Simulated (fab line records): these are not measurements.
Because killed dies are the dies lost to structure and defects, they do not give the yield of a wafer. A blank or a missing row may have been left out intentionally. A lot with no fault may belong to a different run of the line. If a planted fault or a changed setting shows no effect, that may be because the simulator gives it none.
2 desks looking at one fault | flow sky130 | each desk holds nothing but its own numbers, with what lay behind them at the end

== METROLOGY DESK ==
Means of the sampled wafers that have a number, per lot and without regard to the tool the lot ran on: this is what the gauges read. The brackets show how far a lot's mean lies from the usual mean; more than 4 standard deviations puts the lot out of limits, marked OUT.
Columns: A = POLY_GATE_TW at SKY_RES_PROTECT_TW_MEAS_08, usual 4050; B = LDD_P_TW at SKY_LDD_P_TW_MEAS_11, usual 633
lot  | first seen here | A    | B
L533 | day 15 04:16    | 3995 | 630
L534 | day 15 12:23    | 4058 | 637
L535 | day 15 22:56    | 4048 | 628
L539 | day 17 12:23    | 4074 | 644
L540 | day 17 16:42    | 4028 | 631
L541 | day 19 00:01    | 4054 | 632
L547 | day 20 16:38    | 4106 | 628
L549 | day 21 01:47    | 4063 | 720 (+12) OUT
L548 | day 21 04:15    | 4073 | 740 (+14) OUT
L554 | day 22 21:51    | 4080 | 635
L555 | day 23 00:48    | 4077 | 635
L556 | day 23 07:19    | 4038 | 648
This desk's result: L548, L549 out of limits, first on L549 (LDD_P_TW at SKY_LDD_P_TW_MEAS_11), day 25 01:03. Within limits: L533, L534, L535, L539, L540, L541, L547, L554, L555, L556.

== THE TOOL OWNER'S DESK: implanter-02 ==
For each lot that ran on this tool, the mean over its sampled wafers that have a number, from the tool's own readings at SKY_LDD_P_IMPLANT_09. The brackets show how far a lot's mean lies from the usual mean; more than 4 standard deviations puts the lot out of limits, marked OUT.
Columns: A = doseIonsCm2 at SKY_LDD_P_IMPLANT_09, usual 1.0001e+13; B = faradayCurrentUA at SKY_LDD_P_IMPLANT_09, usual 56.6
lot  | first seen here | A                            | B
L533 | day 19 02:17    | 1.0009e+13                   | 56.1
L534 | day 19 12:58    | 1.0010e+13                   | 56.9
L541 | day 23 01:56    | 1.0001e+13                   | 57.5
L549 | day 25 00:49    | 1.5423e+13 (+99 or more) OUT | 86.7 (+27) OUT
L548 | day 25 03:12    | 1.5429e+13 (+99 or more) OUT | 87.4 (+28) OUT
This desk's finding: out of limits on L548, L549; first on L549, day 25 00:49 (doseIonsCm2 at SKY_LDD_P_IMPLANT_09). Within limits: L533, L534, L541.

== PUT TOGETHER ==
The tool owner's desk could have raised an alarm at day 25 00:49, on L548, L549.
Metrology desk: alarm possible at day 25 01:03 on L548, L549.
Every lot named ran SKY_LDD_P_IMPLANT_09 on implanter-02.

== WHAT THE SIMULATOR PUT IN ==
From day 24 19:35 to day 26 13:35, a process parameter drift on implanter-02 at SKY_LDD_P_IMPLANT_09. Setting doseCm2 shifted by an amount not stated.
Struck lots among those shown: L548, L549.
Fault start to first reading out of limits, in hours, per desk: tool owner, 5; metrology, 5.
